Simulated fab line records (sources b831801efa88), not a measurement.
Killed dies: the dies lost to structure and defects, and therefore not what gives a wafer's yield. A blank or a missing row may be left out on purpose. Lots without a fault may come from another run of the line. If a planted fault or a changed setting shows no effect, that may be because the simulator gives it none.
The tool behind it: which one? -- flow sky130 -- 24 lots with 72 wafers sampled at 6 steps, on a route of 708 steps

== WHAT THE GAUGES READ, wafer by wafer ==
No reading from a measuring or inspecting step in the record can be judged against a usual standard deviation.

== WHAT TOOL EACH LOT RAN ON (gives the tool, then ch and the chambers of the sampled wafers, and finally the start) ==
lot,SKY_LOCAL_INTERCONNECT_METAL_ETCH_14,SKY_METAL1_SPUTTER_02,SKY_METAL1_METAL_ETCH_19,SKY_METAL2_SPUTTER_04,SKY_METAL3_SPUTTER_00,SKY_METAL3_SPUTTER_01
L074,"rie metal-03 ch 0, day 29 19:25","pvd sputter-01, day 31 01:18","rie metal-03 ch 0,1, day 32 04:47","pvd sputter-04, day 33 10:33","pvd sputter-04, day 35 18:22","pvd sputter-04, day 35 18:24"
L075,"rie metal-04 ch 0,1, day 30 11:13","pvd sputter-01, day 31 16:26","rie metal-04 ch 1, day 32 19:41","pvd sputter-04, day 34 00:20","pvd sputter-01, day 36 08:03","pvd sputter-01, day 36 08:05"
L076,"rie metal-04 ch 0,1, day 30 21:01","pvd sputter-02, day 32 02:50","rie metal-01 ch 0,1, day 33 06:20","pvd sputter-03, day 34 11:29","pvd sputter-04, day 36 19:47","pvd sputter-04, day 36 19:49"
L077,"rie metal-02 ch 0,1, day 31 00:51","pvd sputter-01, day 32 06:13","rie metal-04 ch 1, day 33 09:29","pvd sputter-04, day 34 14:56","pvd sputter-04, day 36 22:16","pvd sputter-04, day 36 22:17"
L078,"rie metal-04 ch 0,1, day 31 17:43","pvd sputter-02, day 32 23:43","rie metal-01 ch 0,1, day 34 02:31","pvd sputter-04, day 35 08:08","pvd sputter-01, day 37 16:04","pvd sputter-01, day 37 16:05"
L079,"rie metal-03 ch 0,1, day 31 18:57","pvd sputter-04, day 33 00:34","rie metal-03 ch 1, day 34 03:34","pvd sputter-01, day 35 08:29","pvd sputter-04, day 37 16:09","pvd sputter-04, day 37 16:10"
L080,"rie metal-04 ch 0,1, day 32 05:55","pvd sputter-02, day 33 11:35","rie metal-01 ch 0,1, day 34 14:43","pvd sputter-04, day 35 20:24","pvd sputter-01, day 38 03:13","pvd sputter-01, day 38 03:14"
L081,"rie metal-02 ch 0,1, day 32 12:58","pvd sputter-02, day 33 19:04","rie metal-03 ch 0,1, day 34 21:51","pvd sputter-01, day 36 02:52","pvd sputter-01, day 38 09:20","pvd sputter-01, day 38 09:22"
L082,"rie metal-02 ch 0,1, day 32 22:01","pvd sputter-01, day 34 03:13","rie metal-04 ch 0,1, day 35 05:59","pvd sputter-04, day 36 10:34","pvd sputter-01, day 38 17:24","pvd sputter-01, day 38 17:25"
L083,"rie metal-04 ch 1, day 33 20:53","pvd sputter-02, day 35 02:19","rie metal-04 ch 0,1, day 36 05:34","pvd sputter-03, day 37 10:54","pvd sputter-02, day 39 17:22","pvd sputter-02, day 39 17:23"
L084,"rie metal-04 ch 0,1, day 34 00:15","pvd sputter-04, day 35 05:17","rie metal-04 ch 0,1, day 36 08:23","pvd sputter-04, day 37 13:02","pvd sputter-02, day 39 18:45","pvd sputter-02, day 39 18:46"
L085,"rie metal-04 ch 0,1, day 34 02:08","pvd sputter-02, day 35 07:43","rie metal-04 ch 0,1, day 36 10:28","pvd sputter-04, day 37 15:02","pvd sputter-01, day 39 20:33","pvd sputter-01, day 39 20:34"
L086,"rie metal-03 ch 1, day 34 18:43","pvd sputter-04, day 36 00:16","rie metal-01 ch 0,1, day 37 02:43","pvd sputter-03, day 38 06:42","pvd sputter-02, day 40 11:55","pvd sputter-02, day 40 11:56"
L087,"rie metal-02 ch 0,1, day 35 10:43","pvd sputter-04, day 36 15:55","rie metal-01 ch 0,1, day 37 18:02","pvd sputter-01, day 38 22:29","pvd sputter-04, day 41 03:18","pvd sputter-04, day 41 03:19"
L088,"rie metal-03 ch 0,1, day 35 21:14","pvd sputter-01, day 37 02:23","rie metal-03 ch 0,1, day 38 04:24","pvd sputter-04, day 39 08:16","pvd sputter-01, day 41 12:04","pvd sputter-01, day 41 12:05"
L089,"rie metal-04 ch 0,1, day 36 03:08","pvd sputter-04, day 37 08:26","rie metal-03 ch 0,1, day 38 10:10","pvd sputter-01, day 39 14:41","pvd sputter-02, day 41 17:46","pvd sputter-02, day 41 17:47"
L090,"rie metal-03 ch 0, day 36 04:00","pvd sputter-04, day 37 09:35","rie metal-01 ch 1, day 38 11:44","pvd sputter-04, day 39 15:40","pvd sputter-02, day 41 18:55","pvd sputter-02, day 41 18:56"
L091,"rie metal-02 ch 0, day 36 07:03","pvd sputter-04, day 37 12:10","rie metal-04 ch 0,1, day 38 14:34","pvd sputter-03, day 39 18:04","pvd sputter-04, day 41 21:45","pvd sputter-04, day 41 21:46"
L092,"rie metal-03 ch 0,1, day 36 08:31","pvd sputter-01, day 37 13:24","rie metal-01 ch 0, day 38 15:31","pvd sputter-01, day 39 18:23","pvd sputter-02, day 41 22:40","pvd sputter-02, day 41 22:41"
L093,"rie metal-04 ch 0,1, day 36 12:32","pvd sputter-01, day 37 17:24","rie metal-04 ch 0,1, day 38 19:24","pvd sputter-04, day 39 23:35","pvd sputter-01, day 42 02:46","pvd sputter-01, day 42 02:47"
L094,"rie metal-04 ch 0,1, day 36 18:07","pvd sputter-02, day 37 23:03","rie metal-01 ch 0,1, day 39 00:17","pvd sputter-01, day 40 04:10","pvd sputter-01, day 42 06:54","pvd sputter-01, day 42 06:55"
L095,"rie metal-02 ch 0,1, day 37 16:43","pvd sputter-04, day 38 22:01","rie metal-04 ch 0,1, day 39 23:16","pvd sputter-04, day 41 02:11","pvd sputter-01, day 43 04:52","pvd sputter-01, day 43 04:53"
L096,"rie metal-04 ch 0,1, day 37 18:27","pvd sputter-04, day 38 22:56","rie metal-03 ch 0,1, day 40 00:35","pvd sputter-01, day 41 03:44","pvd sputter-02, day 43 05:19","pvd sputter-02, day 43 05:20"
L097,"rie metal-02 ch 0,1, day 38 10:09","pvd sputter-01, day 39 13:43","rie metal-01 ch 0,1, day 40 14:53","pvd sputter-01, day 41 17:26","pvd sputter-02, day 43 17:25","pvd sputter-02, day 43 17:26"
- SKY_LOCAL_INTERCONNECT_METAL_ETCH_14: etches TiN in Cl2/BCl3, stops on PSG, target depth 110 nm, time 31.4 s.
- SKY_METAL1_SPUTTER_02: material AlCu, target thk 250 nm, time 13.3 s.
- SKY_METAL1_METAL_ETCH_19: etches the open film in Cl2/BCl3, stops on SiO2, target depth 360 nm, time 78 s.
- SKY_METAL2_SPUTTER_04: material TiN, target thk 70 nm, time 58.3 s.
- SKY_METAL3_SPUTTER_00: material Ti, target thk 15 nm, time 10 s.
- SKY_METAL3_SPUTTER_01: material TiN, target thk 20 nm, time 16.7 s.

== WHAT THE TOOLS THEMSELVES READ (means of the sampled wafers that have a number; where no wafer has one, the mark that the record gives instead) ==
SKY_LOCAL_INTERCONNECT_METAL_ETCH_14. Usual: bcl3 flow sccm 30.01 sccm, standard deviation 0.091; drypump motor current A 5.9 A, standard deviation 0.36; mfc cl2 sccm 60.02 sccm, standard deviation 0.16; oes product au 0.948 a.u., standard deviation 0.0076; throttle valve pct 21.897 %, standard deviation 0.0091.
lot,tool,bcl3 flow sccm (sccm),drypump motor current A (A),mfc cl2 sccm (sccm),oes product au (a.u.),throttle valve pct (%),flag
L074,rie metal-03,29.94,6.1,60.09,0.952,21.896,
L075,rie metal-04,29.98,5.6,60.05,0.953,21.889,
L076,rie metal-04,30.02,5.6,59.95,0.957,21.895,
L077,rie metal-02,30.01,5.9,60.10,0.956,21.894,
L078,rie metal-04,30.04,5.9,59.87,0.949,21.894,
L079,rie metal-03,29.99,6.0,60.10,0.956,21.892,
L080,rie metal-04,30.02,5.6,60.06,0.942,21.893,
L081,rie metal-02,30.06,6.0,59.98,0.945,21.898,
L082,rie metal-02,30.07,5.9,59.87,0.944,21.900,
L083,rie metal-04,30.11,6.2,60.08,0.951,21.893,
L084,rie metal-04,30.00,5.9,59.96,0.951,21.901,
L085,rie metal-04,30.10,5.9,60.16,0.952,21.884,
L086,rie metal-03,29.98,5.6,60.06,0.946,21.893,
L087,rie metal-02,29.98,6.0,60.00,0.954,21.898,
L088,rie metal-03,30.01,6.0,59.93,0.946,21.899,
L089,rie metal-04,29.90,5.6,59.97,0.945,21.894,
L090,rie metal-03,30.06,6.2,60.15,0.953,21.894,
L091,rie metal-02,30.05,6.2,60.05,0.949,21.898,
L092,rie metal-03,30.03,6.0,60.03,0.949,21.894,
L093,rie metal-04,30.01,5.9,60.02,0.957,21.891,
L094,rie metal-04,29.94,5.9,60.10,0.934,21.912,
L095,rie metal-02,29.93,6.0,59.91,0.948,21.906,
L096,rie metal-04,30.02,5.9,60.09,0.946,21.899,
L097,rie metal-02,30.01,6.0,59.86,0.942,21.896,

SKY_METAL1_SPUTTER_02. Usual: 30.0 % for throttle valve pct, sd 0.99.
lot,tool,throttle valve pct (%),flag
L074,pvd sputter-01,30.3,
L075,pvd sputter-01,30.5,
L076,pvd sputter-02,29.9,
L077,pvd sputter-01,30.2,
L078,pvd sputter-02,30.1,
L079,pvd sputter-04,29.4,
L080,pvd sputter-02,30.8,
L081,pvd sputter-02,30.6,
L082,pvd sputter-01,30.1,
L083,pvd sputter-02,30.0,
L084,pvd sputter-04,29.2,
L085,pvd sputter-02,29.9,
L086,pvd sputter-04,28.5,
L087,pvd sputter-04,29.9,
L088,pvd sputter-01,30.0,
L089,pvd sputter-04,30.1,
L090,pvd sputter-04,29.7,
L091,pvd sputter-04,29.7,
L092,pvd sputter-01,30.4,
L093,pvd sputter-01,30.7,
L094,pvd sputter-02,30.1,
L095,pvd sputter-04,29.1,
L096,pvd sputter-04,30.0,
L097,pvd sputter-01,30.2,

SKY_METAL1_METAL_ETCH_19. Usual: bcl3 flow sccm 30.01 sccm, standard deviation 0.097; drypump motor current A 5.9 A, standard deviation 0.37; mfc cl2 sccm 59.99 sccm, standard deviation 0.18; oes product au 0.855 a.u., standard deviation 0.006; throttle valve pct 22.264 %, standard deviation 0.0094.
lot,tool,bcl3 flow sccm (sccm),drypump motor current A (A),mfc cl2 sccm (sccm),oes product au (a.u.),throttle valve pct (%),flag
L074,rie metal-03,29.98,6.0,60.05,0.852,22.276,
L075,rie metal-04,29.88,6.2,60.16,0.848,22.269,
L076,rie metal-01,29.95,6.0,60.22,0.858,22.258,
L077,rie metal-04,29.84,6.2,59.79,0.855,22.271,
L078,rie metal-01,29.98,6.0,59.98,0.846,22.262,
L079,rie metal-03,30.09,5.6,60.01,0.863,22.260,
L080,rie metal-01,30.04,6.2,59.89,0.855,22.265,
L081,rie metal-03,30.03,5.8,60.14,0.849,22.268,
L082,rie metal-04,29.97,5.9,59.91,0.857,22.260,
L083,rie metal-04,30.12,5.6,60.37,0.844,22.268,
L084,rie metal-04,30.01,5.6,59.91,0.858,22.271,
L085,rie metal-04,30.10,5.6,60.16,0.852,22.264,
L086,rie metal-01,30.06,6.0,59.87,0.854,22.259,
L087,rie metal-01,29.99,6.0,59.79,0.860,22.263,
L088,rie metal-03,30.00,6.0,60.07,0.855,22.264,
L089,rie metal-03,30.04,6.0,60.00,0.858,22.263,
L090,rie metal-01,30.03,5.8,60.06,0.857,22.260,
L091,rie metal-04,30.04,5.9,60.02,0.852,22.263,
L092,rie metal-01,30.00,6.4,60.01,0.855,22.266,
L093,rie metal-04,29.92,5.9,60.05,0.860,22.261,
L094,rie metal-01,30.01,6.2,59.98,0.853,22.258,
L095,rie metal-04,30.04,5.6,60.10,0.862,22.265,
L096,rie metal-03,30.05,5.8,59.96,0.859,22.258,
L097,rie metal-01,30.04,6.2,60.07,0.851,22.274,

SKY_METAL2_SPUTTER_04. Usual: 29.8 % for throttle valve pct, sd 1.
lot,tool,throttle valve pct (%),flag
L074,pvd sputter-04,29.9,
L075,pvd sputter-04,30.0,
L076,pvd sputter-03,30.5,
L077,pvd sputter-04,30.1,
L078,pvd sputter-04,29.4,
L079,pvd sputter-01,30.5,
L080,pvd sputter-04,29.4,
L081,pvd sputter-01,30.2,
L082,pvd sputter-04,29.7,
L083,pvd sputter-03,29.7,
L084,pvd sputter-04,29.9,
L085,pvd sputter-04,29.0,
L086,pvd sputter-03,29.8,
L087,pvd sputter-01,30.7,
L088,pvd sputter-04,30.5,
L089,pvd sputter-01,30.1,
L090,pvd sputter-04,29.1,
L091,pvd sputter-03,29.0,
L092,pvd sputter-01,30.9,
L093,pvd sputter-04,29.4,
L094,pvd sputter-01,30.0,
L095,pvd sputter-04,28.9,
L096,pvd sputter-01,30.2,
L097,pvd sputter-01,30.5,

SKY_METAL3_SPUTTER_00. Usual: 30.2 % for throttle valve pct, sd 0.96.
lot,tool,throttle valve pct (%),flag
L074,pvd sputter-04,30.1,
L075,pvd sputter-01,30.1,
L076,pvd sputter-04,29.9,
L077,pvd sputter-04,29.3,
L078,pvd sputter-01,30.1,
L079,pvd sputter-04,30.0,
L080,pvd sputter-01,30.7,
L081,pvd sputter-01,30.5,
L082,pvd sputter-01,29.6,
L083,pvd sputter-02,30.6,
L084,pvd sputter-02,29.6,
L085,pvd sputter-01,30.4,
L086,pvd sputter-02,29.4,
L087,pvd sputter-04,29.2,
L088,pvd sputter-01,30.2,
L089,pvd sputter-02,31.1,
L090,pvd sputter-02,30.6,
L091,pvd sputter-04,28.9,
L092,pvd sputter-02,30.2,
L093,pvd sputter-01,31.0,
L094,pvd sputter-01,31.1,
L095,pvd sputter-01,30.5,
L096,pvd sputter-02,30.6,
L097,pvd sputter-02,30.6,

SKY_METAL3_SPUTTER_01. Usual: 30.2 % for throttle valve pct, sd 0.94.
lot,tool,throttle valve pct (%),flag
L074,pvd sputter-04,30.2,
L075,pvd sputter-01,30.0,
L076,pvd sputter-04,30.0,
L077,pvd sputter-04,29.2,
L078,pvd sputter-01,30.0,
L079,pvd sputter-04,30.0,
L080,pvd sputter-01,30.6,
L081,pvd sputter-01,30.4,
L082,pvd sputter-01,29.6,
L083,pvd sputter-02,30.6,
L084,pvd sputter-02,29.5,
L085,pvd sputter-01,30.5,
L086,pvd sputter-02,29.6,
L087,pvd sputter-04,29.3,
L088,pvd sputter-01,30.1,
L089,pvd sputter-02,31.3,
L090,pvd sputter-02,30.8,
L091,pvd sputter-04,29.1,
L092,pvd sputter-02,30.2,
L093,pvd sputter-01,31.1,
L094,pvd sputter-01,31.1,
L095,pvd sputter-01,30.7,
L096,pvd sputter-02,30.5,
L097,pvd sputter-02,30.7,

== THE ANSWER, worked out from the rows above alone ==
Rule: a lot is off if the mean of its wafers that have a number lies more than 3 standard deviations from the usual mean. Also off: a lot with no number at a reading for which 4 or more lots have one. The other lots that the step has rows for count as sound. The gauges are gone through in route order, then the tools' own readings, and for those a lot's mean is taken as printed above. The first step at which some lot is off is used, and at that step the reading that is off furthest; a lot without a number counts as furthest.
No lot is off on any of the readings shown, so nothing can be concluded from this.

== WHAT THE SIMULATOR HAD PUT IN ==
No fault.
